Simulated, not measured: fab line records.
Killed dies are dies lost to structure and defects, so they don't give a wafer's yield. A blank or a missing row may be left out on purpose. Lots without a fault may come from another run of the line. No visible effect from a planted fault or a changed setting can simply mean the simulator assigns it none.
Which tool was responsible? || flow sky130 || 11 lots, 33 wafers sampled, at 1 step of a route of 708

== WHAT THE GAUGES READ, wafer by wafer ==
SKY_METAL1_OVL_MEAS_16.
{"lot": "L138", "measured": "day 33 07:21", "on": "overlay-01", "METAL1_OVL (nm)": "1 -6 -3"}
{"lot": "L139", "measured": "day 33 16:21", "on": "overlay-01", "METAL1_OVL (nm)": "6 1 3"}
{"lot": "L143", "measured": "day 35 04:01", "on": "overlay-02", "METAL1_OVL (nm)": "1 0 0"}
{"lot": "L144", "measured": "day 35 09:49", "on": "overlay-01", "METAL1_OVL (nm)": "3 -9 -7"}
{"lot": "L146", "measured": "day 36 00:46", "on": "overlay-02", "METAL1_OVL (nm)": "8 5 9"}
{"lot": "L147", "measured": "day 36 12:37", "on": "overlay-02", "METAL1_OVL (nm)": "-5 6 4"}
{"lot": "L153", "measured": "day 38 06:27", "on": "overlay-02", "METAL1_OVL (nm)": "-2 2 -5"}
{"lot": "L155", "measured": "day 38 23:57", "on": "overlay-01", "METAL1_OVL (nm)": "-13 -12 -8"}
{"lot": "L156", "measured": "day 39 03:46", "on": "overlay-02", "METAL1_OVL (nm)": "-8 2 -7"}
{"lot": "L157", "measured": "day 39 17:16", "on": "overlay-02", "METAL1_OVL (nm)": "-2 0 4"}
{"lot": "L159", "measured": "day 40 01:55", "on": "overlay-01", "METAL1_OVL (nm)": "0 -9 0"}

== WHAT TOOL EACH LOT RAN ON (gives the tool, then ch and the chambers of the sampled wafers, and finally the start) ==
The record shows no process step preceding these readings.

== THE ANSWER, worked out from the rows above alone ==
Rule: what is usual is taken from the lots themselves. The widest of any qualifying gaps counts: lots, ordered by their means at a reading, are off when they make up no more than a third of the lots, leave a main group of 4 or more, and stand apart from it by 3 or more times the standard deviation of that group's means. The tables above print the reading to a certain number of digits; a main group whose means all agree to those digits is not used. A lot without any number at a reading at which 4 lots or more have one is off too. Where the step has rows for the other lots, those lots are counted as sound.
No lot is off on any of the readings shown, so nothing can be concluded from this.

== WHAT THE SIMULATOR HAD PUT IN ==
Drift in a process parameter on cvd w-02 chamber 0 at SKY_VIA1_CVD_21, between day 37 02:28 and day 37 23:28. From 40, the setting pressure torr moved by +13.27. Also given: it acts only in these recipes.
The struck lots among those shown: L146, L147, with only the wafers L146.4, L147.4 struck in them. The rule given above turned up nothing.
